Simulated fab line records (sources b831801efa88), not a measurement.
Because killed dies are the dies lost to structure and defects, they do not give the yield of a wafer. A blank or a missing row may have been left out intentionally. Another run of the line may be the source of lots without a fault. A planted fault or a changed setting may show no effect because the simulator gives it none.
Matching of chambers + flow gf180mcu + 4 sister chambers for GF_V3_CMP_26 on cmp-02
The step polishes, stops on SiO2, t overpolish 15 s, target thk 0 nm. 4 wafers are shown with their chamber, then 8 later ones without.

WAFERS PAIRED WITH THEIR CHAMBERS
| wafer  | chamber | motor-current-A (A) |
|--------|---------|---------------------|
| L082.4 | 2       | 12.1                |
| L083.4 | 3       | 8.7                 |
| L090.4 | 1       | 10.7                |
| L091.1 | 0       | 10.0                |

WAFERS MISSING THEIR CHAMBER
| wafer  | motor-current-A (A) |
|--------|---------------------|
| L091.2 | 10.8                |
| L091.5 | 8.9                 |
| L092.2 | 8.3                 |
| L092.4 | 10.4                |
| L092.5 | 9.4                 |
| L094.2 | 10.1                |
| L094.5 | 10.8                |
| L094.6 | 12.3                |

EACH ONE'S CHAMBER
| wafer  | from the rows above     | in truth |
|--------|-------------------------|----------|
| L091.2 | 1                       | 1        |
| L091.5 | 3                       | 3        |
| L092.2 | 3                       | 3        |
| L092.4 | can't be placed: 1 or 0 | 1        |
| L092.5 | can't be placed: 0 or 3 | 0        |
| L094.2 | can't be placed: 0 or 1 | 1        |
| L094.5 | 1                       | 1        |
| L094.6 | 2                       | 2        |
Correctly placed: 5 of 8. Unplaceable from these rows: 3, with the true chamber sitting among the candidates in 3. Number placed wrongly: 0.
How it was worked out, from the rows above alone: a wafer's distance from a chamber is the root of the sum, over the readings, of the square of ((its reading less the chamber's mean) divided by the reading's scatter). If the next closest chamber is less than 2 further off than the closest, the wafer can't be placed; otherwise it belongs to the closest. For every chamber, the mean is computed from those of its wafers that are shown. The scatter (one wafer shown for each chamber): square how far every hidden wafer sits from the nearest shown wafer, average those squares and take the square root.
